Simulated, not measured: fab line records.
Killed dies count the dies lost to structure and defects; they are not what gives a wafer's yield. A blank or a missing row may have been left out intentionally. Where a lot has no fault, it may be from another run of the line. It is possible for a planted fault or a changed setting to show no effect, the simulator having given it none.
Struck lot and sound lot, side by side || flow sky130 || 43 out of 708 route steps
Sound: the wafers L135.2, L135.3, L135.5. Struck: wafers L125.1, L125.4, L125.6. The cause comes at the end.
Each step with rows lists, per side, the tool, then ch with its chambers, then its first start. Under that, the readings that differ: sound wafers || struck wafers || difference of the means || sigmas: that difference in standard deviations of wafers without a fault.
alike: same words and numbers on both sides, and readings whose means sit less than 2 such deviations apart. not compared: any withheld reading, any reading some wafer has no value for, any bound like >300 that may hide the same value, and any number with overlapping values for which the record gives no deviation.
The two part at a step that has a row with sigmas, a row that says differs or no value, or rows on one side only. Non-overlapping numbers with no deviation appear without sigmas and do not part them. A reading missing from all wafers of one side parts the sides only when that side holds two or more wafers.

first, 3 steps without rows for these wafers: SKY_SONOS_TUNNEL_EXPOSE_04 (exposes mask TUNM, target cd 410 nm); SKY_SONOS_TUNNEL_PEB_05; SKY_SONOS_TUNNEL_DEVELOP_06 (develop time 60 s).
SKY_SONOS_TUNNEL_CD_MEAS_07 targets a cd of 410 nm.
  sound on cd sem-02, day 15 23:08; struck on cd sem-01, day 12 15:01
  alike: cd nm
SKY_SONOS_TUNNEL_OVL_MEAS_08:
  sound on overlay-01, day 15 23:14; struck on overlay-01, day 12 15:08
  alike: SONOS_TUNNEL_OVL
then, 3 steps without rows for these wafers: SKY_SONOS_TUNNEL_IMPLANT_09; SKY_SONOS_TUNNEL_WET_ETCH_10 (etches SiO2 in dHF, target depth 14 nm, time 280 s); SKY_SONOS_TUNNEL_STRIP_11 (strips in SPM, time 600 s).
SKY_SONOS_TUNNEL_TW_MEAS_12:
  sound on film metro-01, day 15 23:41; struck on film metro-04, day 12 15:35
  alike: SONOS_TUNNEL_TW
then, 2 steps without rows for these wafers: SKY_SONOS_TUNNEL_CLEAN_13 (cleans in dHF, time 20 s); SKY_SONOS_ONO_OXIDATION_00 (stabilise 600 s, purge 300 s, target thk 2.6 nm).
SKY_SONOS_ONO_THK_MEAS_01:
  sound on film metro-02, day 16 01:34; struck on film metro-03, day 12 17:44
  alike: SONOS_ONO_OXIDATION_THK
SKY_SONOS_ONO_CVD_02: deposits Si3N4 from DCS/NH3, target thk 10.5 nm, time 180 s.
  sound on lpcvd-02 ch 0, day 16 01:37; struck on lpcvd-02 ch 0, day 12 17:47
  alike: susceptor temp C
SKY_SONOS_ONO_THK_MEAS_03:
  sound on film metro-01, day 16 02:41; struck on film metro-03, day 12 19:22
  alike: SONOS_ONO_CVD_02_THK
then, 1 step without rows for these wafers: SKY_SONOS_ONO_CVD_04 (deposits SiO2 from SiH4/N2O, target thk 5.7199 nm).
SKY_SONOS_ONO_THK_MEAS_05:
  sound on film metro-03, day 16 03:59; struck on film metro-02, day 12 20:40
  alike: SONOS_ONO_CVD_04_THK
then, 7 steps without rows for these wafers: SKY_SONOS_ONO_DEHYDRATE_06 (time 60 s); SKY_SONOS_ONO_HMDS_07 (prime time 60 s); SKY_SONOS_ONO_COAT_08 (resist thk 1159 nm); SKY_SONOS_ONO_SOFTBAKE_09 (time 60 s); SKY_SONOS_ONO_EXPOSE_10 (exposes mask ONOM, target cd 410 nm); SKY_SONOS_ONO_PEB_11; SKY_SONOS_ONO_DEVELOP_12 (develop time 60 s).
SKY_SONOS_ONO_CD_MEAS_13 targets a cd of 410 nm.
  sound on cd sem-02, day 17 07:08; struck on cd sem-02, day 13 22:16
  alike: cd nm
SKY_SONOS_ONO_OVL_MEAS_14:
  sound on overlay-02, day 17 07:14; struck on overlay-02, day 13 22:23
  alike: SONOS_ONO_OVL
SKY_SONOS_ONO_ETCH_15: etches the open film in CHF3/O2, target depth 19.52 nm, time 7.8 s.
  sound on rie diel-02 ch 0,2,3, day 17 07:16; struck on rie diel-04 ch 0,1,3, day 13 22:25
  alike: drypump motor current A, oes product au, throttle valve pct
  not compared: rf hours counter h
then, 1 step without rows for these wafers: SKY_SONOS_ONO_WET_ETCH_16 (etches SiO2 in dHF, target depth 14 nm, time 280 s).
SKY_SONOS_ONO_STRIP_17: strips in O2/N2.
  sound on plasma asher-03 ch 0,1, day 17 07:22; struck on plasma asher-03 ch 0,1, day 13 22:32
  alike: drypump motor current A, oes product au, strip time to endpoint s
  not compared: rf hours counter h
then, 3 steps without rows for these wafers: SKY_SONOS_ONO_WET_ETCH_18 (etches Si3N4 in H3PO4, target depth 15 nm, time 172 s); SKY_GATE_OXIDE_CLEAN_00 (cleans in SC1/SC2, time 150 s); SKY_GATE_OXIDE_OXIDATION_01 (stabilise 600 s, purge 300 s, target thk 10.268 nm).
SKY_GATE_OXIDE_THK_MEAS_02:
  sound on film metro-03, day 17 09:03; struck on film metro-04, day 14 02:16
  alike: GATE_OXIDE_OXIDATION_00_THK
then, 7 steps without rows for these wafers: SKY_GATE_OXIDE_DEHYDRATE_03 (time 60 s); SKY_GATE_OXIDE_HMDS_04 (prime time 60 s); SKY_GATE_OXIDE_COAT_05 (resist thk 1140 nm); SKY_GATE_OXIDE_SOFTBAKE_06 (time 60 s); SKY_GATE_OXIDE_EXPOSE_07 (exposes mask LVOM, target cd 600 nm); SKY_GATE_OXIDE_PEB_08; SKY_GATE_OXIDE_DEVELOP_09 (develop time 60 s).
SKY_GATE_OXIDE_OVL_MEAS_10:
  sound on overlay-01, day 18 14:50; struck on overlay-02, day 15 04:52
  alike: GATE_OXIDE_OVL
then, 2 steps without rows for these wafers: SKY_GATE_OXIDE_IMPLANT_11; SKY_GATE_OXIDE_WET_ETCH_12 (etches SiO2 in dHF, target depth 16.8 nm, time 336 s).
-- here the record skips 32 days between the struck wafers' starts before and after, leaving off in module GATE_OXIDE and picking up in module PAD_OPEN (first step shown: number 708 of the route) --
SKY_PAD_OPEN_PROBE_99:
  sound on prober-02, day 49 05:23; struck on prober-01, day 46 18:37
{"reading": "killed at front end", "sound": "15 12 15", "struck": "54 53 46", "difference": "+37", "sigmas": "+9"}
{"reading": "killed open", "sound": "56 45 55", "struck": "43 36 30", "difference": -16, "sigmas": -2}
  alike: killed_at_M0_to_M3, killed_at_M4_up, killed at contacts, killed at other, killed dies, killed short

## WHERE THEY PART
Only at SKY_PAD_OPEN_PROBE_99, within this record.

WHY: what the simulator had put in
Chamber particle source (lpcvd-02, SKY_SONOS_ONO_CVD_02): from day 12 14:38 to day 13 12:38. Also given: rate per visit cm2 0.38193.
